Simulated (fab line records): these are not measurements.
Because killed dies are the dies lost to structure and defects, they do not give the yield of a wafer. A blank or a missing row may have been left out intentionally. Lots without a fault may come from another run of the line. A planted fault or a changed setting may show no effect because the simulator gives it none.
fab line records	flow sky130
[record] lots = 13	wafers = 39	last-day = 50
route steps=708 shown LOCAL_INTERCONNECT@402 CONTACT@407 PAD_OPEN@708
lots with no fault: from the same line, run without faults
start-h: hours from the record's first day to the start of the lot's first wafer shown	wait-h: time in hours since the lot's previous step	" repeats the value in the row above	L1.1+2: a single row standing in for several wafers	- no value present, or no start provided	* or withheld: withheld	< > ~ a bound
route shown NAME@n: a module of which the file shows steps, and the number in the route of the first	usual: mean and standard deviation over wafers with no fault	same: alike in all rows	chamber/n: place in a boat	sites: each site's reading	_std_site: the values' standard deviation	_edge_site: mean of outer sites minus mean of inner sites	radius-mm: how far each site lies from the wafer's centre	mask NAME#n: copy n	behind: tool/chamber where the wafer was last shaped	hold: why the lot was held/for how many hours/how that ended	device: the n, p or np transistor that did not switch	end of line: tests of these same wafers at the route's end	for a step that has no rows: nothing shown but its recipe	killed: dies that structure and defects cost at the first sort, which is not the same as the wafer's yield	map: a wafer's dies, marking killed ones x, the rest . and places with no die _
set.NAME: the run value of the setting; set.NAME@STEP: its run value at that earlier step	model.NAME: the simulator's own value behind a step, which no gauge read
one table for each step of the route and one row for each wafer, over a sample of lots
services: the hour from which a tool's chamber was out of use, counted from the record's first day as start-h (under 0 if before that day), plus the number of hours and why
[[steps]]
[step SKY_LOCAL_INTERCONNECT_STRIP_15]
[recipe] chemistry = O2/N2	power-w = 1400	pressure-mtorr = 1500	platen-temp-c = withheld	o2-flow-sccm = 3000	n2-flow-sccm = 300	overash-fraction = 0.5
[usual] drypump-motor-current-A = 5.5/0.57	oes-product-au = 0.427/0.0035	strip-time-to-endpoint-s = 4.718/0.016
lot.wafer	tool	chamber	start-h	wait-h	drypump-motor-current-A	oes-product-au	rf-hours-counter-h	strip-time-to-endpoint-s
L353.1	plasma-asher-01	1	710.55	0.0	5.2	0.427	103	4.729
L353.3	"	1	"	"	5.2	0.428	-	4.748
L353.5	"	0	"	"	4.8	0.424	-	4.723
L355.1	plasma-asher-02	1	731.64	0.0	6.5	0.428	89	4.728
L355.3	"	0	"	"	5.8	0.427	-	4.713
L355.5	"	0	"	"	5.8	0.429	-	4.717
L354.3	plasma-asher-01	1	733.62	0.1	5.2	0.428	-	4.708
L354.4	"	0	"	"	4.8	0.417	-	4.682
L354.5	"	0	"	"	4.9	0.425	-	4.688
L361.2	plasma-asher-01	1	774.78	0.0	5.2	0.427	3	4.697
L361.4	"	0	"	"	4.9	0.429	-	4.689
L361.5	"	0	"	"	4.9	0.422	-	4.707
L362.4	plasma-asher-03	0	775.87	0.1	6.2	0.429	-	4.704
L362.5	"	1	"	"	5.3	0.429	-	4.704
L362.6	"	0	"	"	6.2	0.424	-	4.708
L363.3	plasma-asher-02	1	788.29	0.1	6.5	0.427	-	4.708
L363.4	"	0	"	"	5.8	0.426	-	4.723
L363.6	"	0	"	"	5.8	0.426	-	4.738
L367.3	plasma-asher-03	1	814.56	0.1	5.2	0.431	-	4.727
L367.4	"	0	"	"	6.2	0.427	-	4.709
L367.6	"	1	"	"	5.3	0.432	-	4.708
L369.3	plasma-asher-02	1	827.32	0.1	6.4	0.433	-	4.728
L369.4	"	0	"	"	5.8	0.433	-	4.747
L369.5	"	1	"	"	6.5	0.426	-	4.717
L371.4	plasma-asher-02	0	847.20	0.1	5.8	0.424	-	4.742
L371.5	"	1	"	"	6.5	0.425	-	4.730
L371.6	"	0	"	"	5.8	0.425	-	4.732
L372.1	plasma-asher-01	0	854.69	0.0	4.8	0.421	11	4.731
L372.3	"	1	"	"	5.2	0.429	-	4.723
L372.4	"	0	"	"	4.9	0.425	-	4.722
L373.1	plasma-asher-01	0	855.64	0.0	4.9	0.430	11	4.722
L373.2	"	1	"	"	5.2	0.430	11	4.723
L373.4	"	0	"	"	4.9	0.427	-	4.717
L374.1	plasma-asher-03	0	865.42	0.0	6.2	0.427	72	4.718
L374.5	"	0	"	"	6.2	0.431	-	4.720
L374.6	"	1	"	"	5.3	0.426	-	4.723
L375.3	plasma-asher-03	0	867.69	0.1	6.2	0.422	-	4.688
L375.5	"	1	"	"	5.3	0.419	-	4.710
L375.6	"	0	"	"	6.2	0.426	-	4.704
[step SKY_CONTACT_THK_MEAS_01]
[recipe] reads = Si3N4_of_CONTACT_CVD_00
[usual] CONTACT_CVD_00_THK = 74.8/0.84
lot.wafer	tool	chamber	start-h	wait-h	CONTACT_CVD_00_THK[nm]
L353.1	film-metro-01	-	711.26	-	74.0
L353.3	"	-	"	"	73.5
L353.5	"	-	"	"	75.3
L355.1	film-metro-04	-	732.29	-	73.9
L355.3	"	-	"	"	74.4
L355.5	"	-	"	"	76.0
L354.3	film-metro-04	-	734.26	-	75.1
L354.4	"	-	"	"	74.7
L354.5	"	-	"	"	75.1
L361.2	film-metro-04	-	775.45	-	74.2
L361.4	"	-	"	"	74.6
L361.5	"	-	"	"	76.1
L362.4	film-metro-02	-	776.49	-	74.4
L362.5	"	-	"	"	74.0
L362.6	"	-	"	"	74.3
L363.3	film-metro-02	-	788.90	-	74.1
L363.4	"	-	"	"	75.7
L363.6	"	-	"	"	75.2
L367.3	film-metro-04	-	815.17	-	75.2
L367.4	"	-	"	"	74.7
L367.6	"	-	"	"	75.2
L369.3	film-metro-01	-	827.93	-	75.9
L369.4	"	-	"	"	76.4
L369.5	"	-	"	"	76.6
L371.4	film-metro-01	-	848.26	-	75.4
L371.5	"	-	"	"	75.3
L371.6	"	-	"	"	74.4
L372.1	film-metro-02	-	855.66	-	74.3
L372.3	"	-	"	"	73.8
L372.4	"	-	"	"	74.2
L373.1	film-metro-02	-	856.32	-	74.6
L373.2	"	-	"	"	73.5
L373.4	"	-	"	"	75.2
L374.1	film-metro-02	-	866.07	-	73.5
L374.5	"	-	"	"	75.1
L374.6	"	-	"	"	75.5
L375.3	film-metro-04	-	868.36	-	75.8
L375.5	"	-	"	"	75.9
L375.6	"	-	"	"	75.5
[step SKY_CONTACT_BOW_MEAS_05]
[recipe] mode = bow
[usual] CONTACT_BOW = 82/7.6
lot.wafer	tool	chamber	start-h	wait-h	CONTACT_BOW[um]
L353.1	film-metro-01	-	711.75	0.2	84
L353.3	"	-	"	"	87
L353.5	"	-	"	"	77
L355.1	film-metro-04	-	732.81	0.2	84
L355.3	"	-	"	"	85
L355.5	"	-	"	"	89
L354.3	film-metro-02	-	734.77	0.2	82
L354.4	"	-	"	"	83
L354.5	"	-	"	"	69
L361.2	film-metro-04	-	775.95	0.3	77
L361.4	"	-	"	"	82
L361.5	"	-	"	"	97
L362.4	film-metro-02	-	777.01	0.3	78
L362.5	"	-	"	"	84
L362.6	"	-	"	"	81
L363.3	film-metro-01	-	789.41	0.2	78
L363.4	"	-	"	"	77
L363.6	"	-	"	"	90
L367.3	film-metro-04	-	815.68	0.2	96
L367.4	"	-	"	"	82
L367.6	"	-	"	"	82
L369.3	film-metro-01	-	828.44	0.2	96
L369.4	"	-	"	"	81
L369.5	"	-	"	"	77
L371.4	film-metro-04	-	848.77	0.3	67
L371.5	"	-	"	"	66
L371.6	"	-	"	"	60
L372.1	film-metro-01	-	856.24	0.1	87
L372.3	"	-	"	"	73
L372.4	"	-	"	"	89
L373.1	film-metro-04	-	856.81	0.2	78
L373.2	"	-	"	"	93
L373.4	"	-	"	"	72
L374.1	film-metro-01	-	866.56	0.2	77
L374.5	"	-	"	"	78
L374.6	"	-	"	"	93
L375.3	film-metro-04	-	868.87	0.2	80
L375.5	"	-	"	"	87
L375.6	"	-	"	"	79
[step SKY_CONTACT_SOFTBAKE_10]
[recipe] temp-c = 100	time-s = 90	resist = KrF-thick
[usual] heater-power-total-W = 57.36/0.12	plate-temp-C = 100.01/0.11
lot.wafer	tool	chamber	start-h	wait-h	heater-power-total-W	plate-temp-C
L353.1	litho-track-02	0	725	-	57.47	99.99
L353.3	"	0	"	"	57.44	99.98
L353.5	"	0	"	"	57.21	99.85
L355.1	litho-track-03	0	746	-	57.33	100.12
L355.3	"	0	"	"	57.42	99.91
L355.5	"	0	"	"	57.38	99.92
L354.3	litho-track-03	0	747	-	57.52	99.97
L354.4	"	0	748	-	57.35	100.14
L354.5	"	0	"	"	57.49	100.16
L361.2	litho-track-03	0	789	-	57.28	99.98
L361.4	"	0	"	"	57.24	99.94
L361.5	"	0	"	"	57.48	100.07
L362.4	litho-track-03	0	790	-	57.36	100.07
L362.5	"	0	"	"	57.55	100.02
L362.6	"	0	"	"	57.29	99.95
L363.3	litho-track-01	0	802	-	57.49	99.96
L363.4	"	0	"	"	57.19	100.11
L363.6	"	0	"	"	57.33	100.14
L367.3	litho-track-03	0	829	-	57.37	99.87
L367.4	"	0	"	"	57.62	100.05
L367.6	"	0	"	"	57.47	99.78
L369.3	litho-track-01	0	841	-	57.54	100.05
L369.4	"	0	"	"	57.40	100.08
L369.5	"	0	"	"	57.33	100.09
L371.4	litho-track-01	0	861	-	56.65	99.30
L371.5	"	0	"	"	56.76	99.21
L371.6	"	0	"	"	56.85	99.27
L372.1	litho-track-01	0	869	-	56.61	99.43
L372.3	"	0	"	"	56.84	99.19
L372.4	"	0	"	"	56.59	99.25
L373.1	litho-track-02	0	870	-	57.40	100.04
L373.2	"	0	"	"	57.17	100.00
L373.4	"	0	"	"	57.51	100.04
L374.1	litho-track-02	0	879	-	57.26	100.07
L374.5	"	0	"	"	57.58	100.10
L374.6	"	0	"	"	57.56	99.95
L375.3	litho-track-03	0	881	-	57.33	100.09
L375.5	"	0	"	"	57.23	100.01
L375.6	"	0	"	"	57.37	100.03
[step SKY_PAD_OPEN_PROBE_99]
[usual] killed_at_M0_to_M3 = 44/7.4	killed_at_M4_up = 3.1/1.8	killed-at-contacts = 24/5.6	killed-at-front-end = 15/4.9	killed-at-other = 0.4/0.59	killed-dies = 87/9.8	killed-open = 47/7.2	killed-short = 39/6.8
[same] gross-dies = 492	killed-at-back-side = 0
lot.wafer	tool	chamber	start-h	wait-h	killed_at_M0_to_M3	killed_at_M4_up	killed-at-contacts	killed-at-front-end	killed-at-other	killed-dies	killed-open	killed-short
L355.1	prober-01	-	1095.49	0.1	40	0	21	11	0	72	47	25
L355.3	prober-01	-	1095.59	0.2	46	2	25	17	0	90	49	41
L355.5	prober-01	-	1095.69	0.2	48	3	32	9	0	92	58	34
L367.3	prober-01	-	1155.52	0.2	48	4	28	7	0	87	44	43
L367.4	prober-01	-	1155.57	0.2	65	7	21	13	0	106	67	39
L367.6	prober-01	-	1155.67	0.2	56	1	24	17	0	98	55	43
L369.3	prober-01	-	1165.39	0.2	43	1	25	24	2	95	45	50
L369.4	prober-01	-	1165.44	0.2	64	3	19	4	1	91	39	52
L369.5	prober-01	-	1165.49	0.2	50	0	18	20	0	88	55	33
L372.1	prober-02	-	1184.50	0.1	45	3	31	23	0	102	55	47
L372.3	prober-02	-	1184.60	0.2	44	3	34	13	0	94	51	42
L372.4	prober-02	-	1184.65	0.2	45	1	33	17	0	96	52	44
// killed by level:class
L355.1 VIA2:geometric-particle:open=9 LI_CONTACT:geometric-particle:open=8 VIA1:geometric-particle:open=8 POLY_GATE:geometric-particle:open=6 CONTACT:geometric-particle:open=6 METAL1:geometric-particle:short=6 METAL3:geometric-particle:short=4 VIA3:geometric-particle:open=4
L355.3 VIA2:geometric-particle:open=8 VIA3:geometric-particle:open=8 METAL1:geometric-particle:short=7 CONTACT:geometric-particle:open=7 LI_CONTACT:geometric-particle:open=6 VIA1:geometric-particle:open=6 FIELD_ISO:geometric-particle:open=4 POLY_GATE:geometric-particle:short=4
L355.5 LI_CONTACT:geometric-particle:open=12 CONTACT:geometric-particle:open=12 VIA1:geometric-particle:open=11 VIA3:geometric-particle:open=7 METAL1:geometric-particle:short=7 VIA2:geometric-particle:open=7 VIA1:geometric-particle:short=6 LOCAL_INTERCONNECT:geometric-particle:short=4
L367.3 CONTACT:geometric-particle:open=11 LI_CONTACT:geometric-particle:open=7 VIA1:geometric-particle:open=7 METAL1:geometric-particle:short=6 METAL2:geometric-particle:short=6 VIA3:geometric-particle:open=6 VIA2:geometric-particle:open=6 VIA1:geometric-particle:short=5
L367.4 VIA1:geometric-particle:open=28 CONTACT:geometric-particle:open=8 VIA3:geometric-particle:open=7 VIA2:geometric-particle:open=7 VIA1:geometric-particle:short=6 METAL4:geometric-particle:short=6 LI_CONTACT:geometric-particle:open=5 CONTACT:geometric-particle:short=5
L367.6 VIA3:geometric-particle:open=11 CONTACT:geometric-particle:open=10 VIA1:geometric-particle:open=10 METAL1:geometric-particle:short=8 POLY_GATE:geometric-particle:open=7 METAL2:geometric-particle:short=6 CONTACT:geometric-particle:short=5 VIA1:geometric-particle:short=5
L369.3 CONTACT:geometric-particle:open=13 FIELD_ISO:geometric-particle:short=8 VIA1:geometric-particle:open=8 VIA2:geometric-particle:open=8 METAL1:geometric-particle:short=7 FIELD_ISO:geometric-particle:open=6 POLY_GATE:geometric-particle:short=5 METAL2:geometric-particle:short=5
L369.4 VIA1:geometric-particle:open=18 METAL2:geometric-particle:short=8 CONTACT:geometric-particle:short=7 METAL1:geometric-particle:short=7 VIA3:geometric-particle:open=6 VIA2:geometric-particle:short=6 VIA1:geometric-particle:short=5 METAL3:geometric-particle:short=5
L369.5 VIA1:geometric-particle:open=11 VIA3:geometric-particle:open=8 VIA2:geometric-particle:open=7 FIELD_ISO:geometric-particle:open=6 FIELD_ISO:geometric-particle:short=6 CONTACT:geometric-particle:open=6 LI_CONTACT:geometric-particle:open=5 METAL1:geometric-particle:short=5
L372.1 CONTACT:geometric-particle:open=12 VIA1:geometric-particle:open=10 METAL1:geometric-particle:short=10 POLY_GATE:geometric-particle:short=7 LI_CONTACT:geometric-particle:open=6 VIA3:geometric-particle:open=6 FIELD_ISO:geometric-particle:open=5 LOCAL_INTERCONNECT:geometric-particle:short=5
L372.3 CONTACT:geometric-particle:open=14 VIA1:geometric-particle:open=11 LOCAL_INTERCONNECT:geometric-particle:short=8 POLY_GATE:geometric-particle:open=6 METAL2:geometric-particle:short=6 VIA3:geometric-particle:open=6 VIA1:geometric-particle:short=5 LI_CONTACT:geometric-particle:open=4
L372.4 CONTACT:geometric-particle:open=11 VIA1:geometric-particle:open=11 LI_CONTACT:geometric-particle:open=9 CONTACT:geometric-particle:short=9 METAL2:geometric-particle:short=8 VIA3:geometric-particle:open=6 FIELD_ISO:geometric-particle:short=4 POLY_GATE:geometric-particle:short=4
[[services]]
tool	chamber	start-h	hours	kind
plasma-asher-01	-	733.75	9.0	pm
plasma-asher-01	0	733.75	9.0	vent-cycle
plasma-asher-01	1	733.75	9.0	vent-cycle
plasma-asher-01	0	742.75	-	clean
plasma-asher-01	1	742.75	-	clean
litho-track-01	-	761.83	-	consumable-replace:filter
plasma-asher-03	-	800.64	3.2	repair
plasma-asher-03	-	817.15	0.5	repair
[[key]]
[first-sign] step = SKY_CONTACT_SOFTBAKE_10	reading = plate-temp-C	direction = down	sigmas = 6.9	usual = *	struck = *
[effect] step = SKY_CONTACT_SOFTBAKE_10	reading = heater-power-total-W	direction = down	sigmas = 5.6	usual = *	struck = *
met-at SKY_CONTACT_SOFTBAKE_10
struck-lots L371,L372
tester-left-out L371,L372
not-acting-at SKY_LOCAL_INTERCONNECT_STRIP_15,SKY_CONTACT_THK_MEAS_01,SKY_CONTACT_BOW_MEAS_05
onset-between 841 861
[fault] kind = process-parameter-drift	tool = litho-track-01	chamber = -	onset-h = 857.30	steps = SKY_CONTACT_SOFTBAKE_10	channel = temp-c	offset = *	shape = step	end-h = 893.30	acts-in = *	stated = *
// tester-left-out: of these lots the tester's yield and bins aren't shown, on N5 and GAA mostly nor the transistor test; their killed dies are dies lost to structure and defects alone, not to doping, threshold or leakage, so they don't give the yield
